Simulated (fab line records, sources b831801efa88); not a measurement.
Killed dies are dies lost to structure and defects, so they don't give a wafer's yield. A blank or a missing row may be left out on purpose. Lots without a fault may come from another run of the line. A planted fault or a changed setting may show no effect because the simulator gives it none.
Which tool did it? | flow sky130 | 6 lots, 18 wafers sampled, at 1 step of a route of 708

WHAT THE GAUGES READ, wafer by wafer
SKY_VIA3_BOW_MEAS_03.
lot  | measured     | on            | VIA3_BOW (um)
L554 | day 39 00:34 | film_metro-04 | 88 80 78
L556 | day 40 00:41 | film_metro-04 | 75 75 75
L561 | day 41 12:56 | film_metro-01 | 79 81 70
L569 | day 44 08:11 | film_metro-04 | 88 86 80
L572 | day 44 14:38 | film_metro-04 | 85 84 89
L574 | day 45 05:41 | film_metro-04 | 84 80 72

WHICH TOOL RAN EACH LOT (tool, then ch and the chambers of the sampled wafers, then the start)
The record holds no process step before these readings.

THE ANSWER, worked out from the rows above alone
Rule: what is usual is taken from the lots themselves. Put in order of their means at a reading, lots are off if they are a third of the lots or fewer, leave a main group of 4 or more, and stand apart from it by a gap of 3 or more times the standard deviation of the main group's means; of several such gaps the widest counts. A main group whose means are all the same, to the digits that the tables above print for the reading, isn't used. A lot without any number at a reading at which 4 lots or more have one is off too. The other lots that the step has rows for count as sound.
No lot is off at any reading shown: from this, nothing can be told.

WHAT THE SIMULATOR HAD PUT IN
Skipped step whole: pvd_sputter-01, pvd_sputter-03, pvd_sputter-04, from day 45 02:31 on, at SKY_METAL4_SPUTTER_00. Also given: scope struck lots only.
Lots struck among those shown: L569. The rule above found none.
